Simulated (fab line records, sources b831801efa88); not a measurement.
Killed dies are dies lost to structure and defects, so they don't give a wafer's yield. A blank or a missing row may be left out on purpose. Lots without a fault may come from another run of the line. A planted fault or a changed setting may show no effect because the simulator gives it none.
One fault seen from 2 desks | flow sky130 | each desk has only its own numbers; what lay behind them comes last

THE TOOL OWNER'S DESK: litho_track-04
The tool's own readings at SKY_CAPM_COAT_07 (resist thk 1140 nm): means of the sampled wafers that have a number, for each lot that ran on this tool. A lot is out of limits, marked OUT, if its mean lies more than 4 standard deviations from the usual mean; the brackets give that distance.
Columns: A = chill_plate_temp_C at SKY_CAPM_COAT_07, usual 22.98 C
lot  | first seen here | A
L764 | day 37 01:10    | 22.89
L765 | day 38 16:38    | 23.12
L773 | day 40 00:28    | 23.16
L774 | day 40 12:46    | 23.03
L785 | day 43 05:16    | 23.02
This desk's finding: nothing out of limits on any of the 5 lots.

THE METROLOGY DESK
What the gauges read, lot by lot, whatever tool the lot ran on: means of the sampled wafers that have a number. A lot is out of limits, marked OUT, if its mean lies more than 4 standard deviations from the usual mean; the brackets give that distance.
Columns: A = VIA2_W_THK at SKY_VIA2_THK_MEAS_23, usual 414 nm
lot  | first seen here | A
L764 | day 36 11:38    | 409
L765 | day 38 03:35    | 417
L769 | day 38 08:13    | 413
L772 | day 38 23:29    | 407
L773 | day 39 11:43    | 406
L774 | day 40 00:38    | 423
L777 | day 40 15:21    | 408
L779 | day 41 07:19    | 407
L781 | day 42 01:35    | 416
L783 | day 42 13:29    | 414
L785 | day 42 16:55    | 412
This desk's finding: nothing out of limits on any of the 11 lots.

PUT TOGETHER
The tool owner's desk saw nothing out of limits.
The metrology desk saw nothing out of limits.

WHAT THE SIMULATOR HAD PUT IN
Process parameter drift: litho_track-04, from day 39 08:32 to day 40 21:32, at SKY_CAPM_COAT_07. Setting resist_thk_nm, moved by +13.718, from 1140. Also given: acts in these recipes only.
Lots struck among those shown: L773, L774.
